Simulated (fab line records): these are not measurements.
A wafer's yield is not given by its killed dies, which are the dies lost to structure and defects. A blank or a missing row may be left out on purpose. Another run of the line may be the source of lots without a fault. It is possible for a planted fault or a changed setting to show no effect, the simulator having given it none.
Code-filled problem report in 8D (eight disciplines) form + flow sky130 + the parts of the form that need people (team, actions taken, sign-off) are left out

== 1. THE ISSUE ==
Wafers without a fault read 0.946 a.u., standard deviation 0.0064; oes product au at SKY_FIELD_ISO_ETCH_15 reads a mean of 0.725 a.u. on 5 wafers belonging to 3 lots. Measured from the usual mean, that is -35 standard deviations.
The step: etches the open film in CHF3/O2, stops on Si, target depth 180 nm, time 72 s.
Earliest sighting: wafer L463.4 on rie diel-03 at day 5 22:32. The record has a number at this step for 36 wafers belonging to 13 lots. By rule, "out" or "out of limits" means more than 4 standard deviations away from the usual mean. The rest of the wafers with a number are treated as sound.

== 2. WHAT IT IS, WHAT IT ISN'T ==
| question                    | is                                     | is not                                                             |
|-----------------------------|----------------------------------------|--------------------------------------------------------------------|
| which readings at this step | oes product au, throttle valve pct     | O2_flow_sccm, drypump motor current A, rf fwd power W              |
| which lots                  | L463, L464, L469                       | L447, L448, L449, L452, L455, L456, L457, L458, L459, L461         |
| which wafers of those lots  | L463.4, L463.5, L464.4, L464.5, L469.5 | L469.1                                                             |
| read on which tools         | rie diel-03                            | rie diel-01, rie diel-04                                           |
| when                        | from day 5 22:32                       | up to then (30 sound wafers); but 1 sound wafer of L469 came after |

== 3. SUSPECTS, AND WHAT RULES EACH OUT ==
Counting: a tool at a process step up to the reading stays a suspect if it ran every lot that is out. Sound lots after the first of them don't rule it out here, since some wafers of a struck lot are sound.
- rie diel-03 at SKY_FIELD_ISO_ETCH_15 (etches the open film in CHF3/O2, stops on Si, target depth 180 nm, time 72 s): kept. Ran every lot that is out, first one L463 (day 5 22:32); last sound lot up to then L461 (day 5 10:56). Its own oes product au, throttle valve pct readings are out on those wafers.
After counting, what remains is rie diel-03 at SKY_FIELD_ISO_ETCH_15.

== 4. THE CAUSE (what the simulator had put in) ==
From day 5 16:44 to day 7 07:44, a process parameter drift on rie diel-03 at SKY_FIELD_ISO_ETCH_15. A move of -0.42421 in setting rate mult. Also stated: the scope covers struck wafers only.
Only this tool survived the counting.

== 5. SEQUENCE OF EFFECTS, ordered by route ==
Each row: a reading whose mean over the struck wafers that have a number lies more than 3 standard deviations from the usual. Only readings whose record carries a usual standard deviation are examined. hours: median over the lots of the time between each lot's start at the first step of this table that gives one and its start at this step. sigmas: the change, counted in usual standard deviations.
| hours | step                   | reading                  | usual      | on struck wafers | change | sigmas      |
|-------|------------------------|--------------------------|------------|------------------|--------|-------------|
| 0     | SKY_FIELD_ISO_ETCH_15  | oes product au           | 0.946 a.u. | 0.725            | -0.221 | -35         |
| 0     | SKY_FIELD_ISO_ETCH_15  | throttle valve pct       | 8.845 %    | 8.775            | -0.070 | -7.9        |
| 0     | SKY_FIELD_ISO_STRIP_16 | oes product au           | 0.379 a.u. | 0.413            | +0.034 | +7.0        |
| 0     | SKY_FIELD_ISO_STRIP_16 | strip time to endpoint s | 3.58 s     | 4.30             | +0.72  | +15         |
| 1057  | SKY_PAD_OPEN_PROBE_99  | killed at front end      | 15         | 426              | +412   | +99 or more |
| 1057  | SKY_PAD_OPEN_PROBE_99  | killed dies              | 84         | 492              | +408   | +48         |
| 1057  | SKY_PAD_OPEN_PROBE_99  | killed on rim            | 16         | 96               | +80    | +21         |
The process steps in it:
- SKY_FIELD_ISO_ETCH_15: etches the open film in CHF3/O2, stops on Si, target depth 180 nm, time 72 s.
- SKY_FIELD_ISO_STRIP_16: strips in O2/N2.
- SKY_PAD_OPEN_PROBE_99

== 6. HOW IT WOULD HAVE BEEN CAUGHT EARLIER ==
In this record no reading fell out of limits until day 5 22:32, 6 hours after the fault had begun at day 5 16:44.
